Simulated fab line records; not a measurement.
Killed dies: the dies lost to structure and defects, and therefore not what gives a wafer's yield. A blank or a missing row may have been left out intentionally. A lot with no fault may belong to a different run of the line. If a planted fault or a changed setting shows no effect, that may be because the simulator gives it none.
The tool behind it: which one?	flow gf180mcu	24 lots, 72 wafers sampled, at 5 steps of a route of 602

== WHAT EACH GAUGE READ, for each wafer ==
GF_V3_THK_MEAS_03. Usual: V3_CVD_02_THK gives 845 nm (standard deviation 13).
lot	measured	on	V3_CVD_02_THK (nm)	flag
L074	day 21 10:41	filmMetro-02	830 846 841	
L075	day 21 19:27	filmMetro-02	839 857 861	
L076	day 21 23:52	filmMetro-01	839 854 844	
L077	day 22 19:32	filmMetro-01	847 844 848	
L078	day 23 04:16	filmMetro-04	820 823 842	
L080	day 23 13:19	filmMetro-04	845 862 864	
L079	day 23 13:26	filmMetro-02	848 859 873	
L081	day 23 20:34	filmMetro-04	843 852 873	
L082	day 24 11:29	filmMetro-04	834 825 850	
L083	day 24 16:19	filmMetro-02	849 859 864	
L084	day 25 02:40	filmMetro-02	846 843 865	
L085	day 25 14:05	filmMetro-04	843 835 852	
L087	day 25 20:32	filmMetro-01	848 855 854	
L088	day 26 02:14	filmMetro-02	840 854 857	
L086	day 26 08:16	filmMetro-04	825 828 833	
L089	day 26 14:11	filmMetro-02	830 862 847	
L090	day 26 23:54	filmMetro-04	830 829 834	
L091	day 27 03:22	filmMetro-04	830 843 841	
L092	day 27 10:50	filmMetro-04	835 825 846	
L093	day 27 17:39	filmMetro-01	849 852 844	
L094	day 28 07:53	filmMetro-01	842 851 858	
L095	day 28 08:45	filmMetro-02	836 845 840	
L096	day 28 10:13	filmMetro-04	844 846 853	
L097	day 28 19:59	filmMetro-04	847 860 853	

GF_V3_RS_MEAS_24: the measuring method here is four-point-probe. Usual: V3_W_RS gives 0.328 ohm/sq (standard deviation 0.0034).
lot	measured	on	V3_W_RS (ohm/sq)	flag
L074	day 22 11:55	filmMetro-04	0.328 0.325 0.331	
L075	day 22 20:14	filmMetro-01	0.326 0.325 0.323	
L076	day 22 23:52	filmMetro-02	0.329 0.325 0.327	
L077	day 23 19:58	filmMetro-01	0.331 0.326 0.330	
L078	day 24 04:11	filmMetro-02	0.325 0.330 0.327	
L080	day 24 13:08	filmMetro-04	0.326 0.327 0.330	
L079	day 24 13:35	filmMetro-04	0.322 0.327 0.324	
L081	day 24 19:38	filmMetro-01	0.329 0.323 0.328	
L082	day 25 10:51	filmMetro-01	0.331 0.323 0.323	
L083	day 25 15:17	filmMetro-02	0.325 0.327 0.333	
L084	day 26 01:13	filmMetro-01	0.327 0.328 0.332	
L085	day 26 11:49	filmMetro-04	0.329 0.324 0.329	
L087	day 26 18:19	filmMetro-01	0.332 0.331 0.334	
L088	day 26 23:04	filmMetro-01	0.329 0.327 0.330	
L086	day 27 06:25	filmMetro-04	0.326 0.329 0.328	
L089	day 27 12:34	filmMetro-02	0.327 0.327 0.324	
L090	day 27 21:26	filmMetro-04	0.333 0.333 0.326	
L091	day 28 01:04	filmMetro-04	0.321 0.329 0.333	
L092	day 28 08:35	filmMetro-01	0.325 0.326 0.325	
L093	day 28 14:46	filmMetro-01	0.326 0.329 0.330	
L094	day 29 04:33	filmMetro-01	0.324 0.328 0.324	
L095	day 29 06:36	filmMetro-02	0.330 0.322 0.324	
L096	day 29 07:59	filmMetro-02	0.329 0.327 0.334	
L097	day 29 16:59	filmMetro-02	0.328 0.331 0.335	

== WHICH TOOL RAN EACH LOT (tool, then ch and the chambers of the sampled wafers, then the start) ==
lot	GF_V1_SPUTTER_21	GF_V1_SPUTTER_22	GF_M3_METAL_ETCH_16
L074	pvdSputter-03, day 18 04:50	pvdSputter-03, day 18 04:54	rieMetal-01 ch 0,1, day 21 09:51
L075	pvdSputter-01, day 18 14:12	pvdSputter-01, day 18 14:16	rieMetal-01 ch 0,1, day 21 18:37
L076	pvdSputter-04, day 18 17:19	pvdSputter-04, day 18 19:08	rieMetal-01 ch 0,1, day 21 23:01
L077	pvdSputter-04, day 19 15:03	pvdSputter-04, day 19 15:07	rieMetal-01 ch 0,1, day 22 18:37
L078	pvdSputter-04, day 20 00:25	pvdSputter-04, day 20 00:28	rieMetal-03 ch 1, day 23 03:17
L080	pvdSputter-01, day 20 08:35	pvdSputter-01, day 20 08:38	rieMetal-04 ch 0,1, day 23 12:26
L079	pvdSputter-04, day 20 10:31	pvdSputter-04, day 20 10:34	rieMetal-03 ch 0,1, day 23 12:35
L081	pvdSputter-03, day 20 17:22	pvdSputter-03, day 20 17:25	rieMetal-01 ch 0,1, day 23 19:35
L082	pvdSputter-03, day 21 09:25	pvdSputter-03, day 21 09:28	rieMetal-04 ch 0,1, day 24 10:38
L083	pvdSputter-04, day 21 16:06	pvdSputter-04, day 21 16:10	rieMetal-03 ch 0,1, day 24 15:28
L084	pvdSputter-03, day 22 01:59	pvdSputter-03, day 22 02:02	rieMetal-01 ch 0,1, day 25 01:47
L085	pvdSputter-03, day 22 13:37	pvdSputter-03, day 22 13:41	rieMetal-04 ch 0,1, day 25 13:08
L087	pvdSputter-04, day 22 21:16	pvdSputter-04, day 22 21:19	rieMetal-01 ch 1, day 25 19:32
L088	pvdSputter-01, day 23 05:10	pvdSputter-01, day 23 05:13	rieMetal-04 ch 0,1, day 26 01:23
L086	pvdSputter-01, day 23 11:20	pvdSputter-01, day 23 11:24	rieMetal-04 ch 0,1, day 26 07:20
L089	pvdSputter-03, day 23 17:05	pvdSputter-03, day 23 17:09	rieMetal-01 ch 1, day 26 13:14
L090	pvdSputter-01, day 24 03:41	pvdSputter-01, day 24 03:45	rieMetal-01 ch 1, day 26 23:01
L091	pvdSputter-04, day 24 06:42	pvdSputter-04, day 24 06:46	rieMetal-04 ch 0,1, day 27 02:29
L092	pvdSputter-03, day 24 14:14	pvdSputter-03, day 24 14:18	rieMetal-01 ch 0,1, day 27 09:59
L093	pvdSputter-01, day 24 22:45	pvdSputter-01, day 24 22:49	rieMetal-03 ch 0,1, day 27 16:49
L094	pvdSputter-04, day 25 10:40	pvdSputter-04, day 25 10:43	rieMetal-04 ch 0,1, day 28 06:59
L095	pvdSputter-04, day 25 14:00	pvdSputter-04, day 25 14:04	rieMetal-01 ch 0,1, day 28 07:31
L096	pvdSputter-01, day 25 16:06	pvdSputter-01, day 25 16:10	rieMetal-03 ch 0,1, day 28 09:22
L097	pvdSputter-03, day 26 03:24	pvdSputter-03, day 26 03:28	rieMetal-04 ch 0,1, day 28 19:08
- GF_V1_SPUTTER_21: material Ti, target thk 15 nm, time 80.02 s.
- GF_V1_SPUTTER_22: material TiN, target thk 10 nm, time 40 s.
- GF_M3_METAL_ETCH_16: etches the open film in Cl2/BCl3, stops on SiO2, target depth 627.5 nm, time 104.6 s.

== WHAT THE TOOLS THEMSELVES READ (means of the sampled wafers that have a number; where no wafer has one, the mark that the record gives instead) ==
GF_V1_SPUTTER_21. Usual: chamberPressurePa 5.001 Pa, standard deviation 0.01; throttleValvePct 29.8 %, standard deviation 1.3.
lot	tool	chamberPressurePa (Pa)	throttleValvePct (%)	flag
L074	pvdSputter-03	4.998	29.3	
L075	pvdSputter-01	4.998	30.7	
L076	pvdSputter-04	5.002	30.2	
L077	pvdSputter-04	5.010	30.2	
L078	pvdSputter-04	5.000	30.6	
L080	pvdSputter-01	5.012	29.2	
L079	pvdSputter-04	5.008	30.7	
L081	pvdSputter-03	4.998	30.1	
L082	pvdSputter-03	5.008	30.3	
L083	pvdSputter-04	5.005	30.5	
L084	pvdSputter-03	4.991	29.3	
L085	pvdSputter-03	5.006	30.1	
L087	pvdSputter-04	5.005	30.3	
L088	pvdSputter-01	4.992	31.0	
L086	pvdSputter-01	4.993	29.5	
L089	pvdSputter-03	4.999	29.9	
L090	pvdSputter-01	5.011	30.1	
L091	pvdSputter-04	5.002	29.9	
L092	pvdSputter-03	5.006	30.2	
L093	pvdSputter-01	4.995	28.8	
L094	pvdSputter-04	5.006	29.4	
L095	pvdSputter-04	5.006	30.4	
L096	pvdSputter-01	4.988	28.7	
L097	pvdSputter-03	5.005	29.6	

GF_V1_SPUTTER_22. Usual: chamberPressurePa 5.000 Pa, standard deviation 0.011; throttleValvePct 29.8 %, standard deviation 1.3.
lot	tool	chamberPressurePa (Pa)	throttleValvePct (%)	flag
L074	pvdSputter-03	5.005	29.4	
L075	pvdSputter-01	4.993	30.4	
L076	pvdSputter-04	4.995	30.3	
L077	pvdSputter-04	4.989	30.3	
L078	pvdSputter-04	4.994	30.7	
L080	pvdSputter-01	5.011	29.2	
L079	pvdSputter-04	5.013	30.6	
L081	pvdSputter-03	5.000	30.2	
L082	pvdSputter-03	5.006	30.3	
L083	pvdSputter-04	4.998	30.6	
L084	pvdSputter-03	5.007	29.5	
L085	pvdSputter-03	4.998	30.0	
L087	pvdSputter-04	5.002	30.2	
L088	pvdSputter-01	4.998	30.9	
L086	pvdSputter-01	5.008	29.7	
L089	pvdSputter-03	5.009	30.0	
L090	pvdSputter-01	5.002	30.1	
L091	pvdSputter-04	4.988	29.7	
L092	pvdSputter-03	5.003	30.2	
L093	pvdSputter-01	5.001	28.8	
L094	pvdSputter-04	4.995	29.3	
L095	pvdSputter-04	4.993	30.1	
L096	pvdSputter-01	5.000	28.6	
L097	pvdSputter-03	4.996	29.7	

GF_M3_METAL_ETCH_16. Usual: drypumpMotorCurrentA 5.70 A, standard deviation 0.24; heBacksideLeakSccm 3.26 sccm, standard deviation 0.22; oesProductAu 0.973 a.u., standard deviation 0.0057; throttleValvePct 28.249 %, standard deviation 0.0092.
lot	tool	drypumpMotorCurrentA (A)	heBacksideLeakSccm (sccm)	oesProductAu (a.u.)	throttleValvePct (%)	flag
L074	rieMetal-01	5.87	3.03	0.973	28.247	
L075	rieMetal-01	5.87	3.18	0.973	28.251	
L076	rieMetal-01	5.70	3.22	0.974	28.244	
L077	rieMetal-01	5.88	3.13	0.975	28.235	
L078	rieMetal-03	5.44	3.11	0.971	28.250	
L080	rieMetal-04	5.78	3.23	0.973	28.242	
L079	rieMetal-03	5.58	3.35	0.964	28.264	
L081	rieMetal-01	5.87	3.11	0.968	28.248	
L082	rieMetal-04	5.66	3.62	0.969	28.251	
L083	rieMetal-03	5.57	3.33	0.972	28.250	
L084	rieMetal-01	5.70	3.17	0.977	28.256	
L085	rieMetal-04	5.64	3.45	0.973	28.253	
L087	rieMetal-01	5.51	3.24	0.974	28.240	
L088	rieMetal-04	5.67	3.25	0.978	28.248	
L086	rieMetal-04	5.75	3.12	0.974	28.254	
L089	rieMetal-01	5.49	3.22	0.963	28.262	
L090	rieMetal-01	5.50	3.31	0.968	28.247	
L091	rieMetal-04	5.65	3.29	0.966	28.253	
L092	rieMetal-01	5.87	3.10	0.970	28.253	
L093	rieMetal-03	5.72	3.46	0.970	28.244	
L094	rieMetal-04	5.65	3.39	0.978	28.247	
L095	rieMetal-01	5.87	3.12	0.978	28.247	
L096	rieMetal-03	5.69	3.56	0.981	28.248	
L097	rieMetal-04	5.63	3.46	0.970	28.247	

== THE ANSWER, worked out from the rows above alone ==
Rule: take the mean of a lot's wafers that have a number; if it is more than 3 standard deviations from the usual mean, the lot is off. A lot without any number at a reading at which 4 lots or more have one is off too. The other lots that the step has rows for count as sound. The gauges are gone through in route order, then the tools' own readings, and for those a lot's mean is taken as printed above. The first step at which some lot is off is used, and at that step the reading that is off furthest; a lot without a number counts as furthest.
No lot is off at any reading shown: from this, nothing can be told.

== WHAT THE SIMULATOR PUT IN ==
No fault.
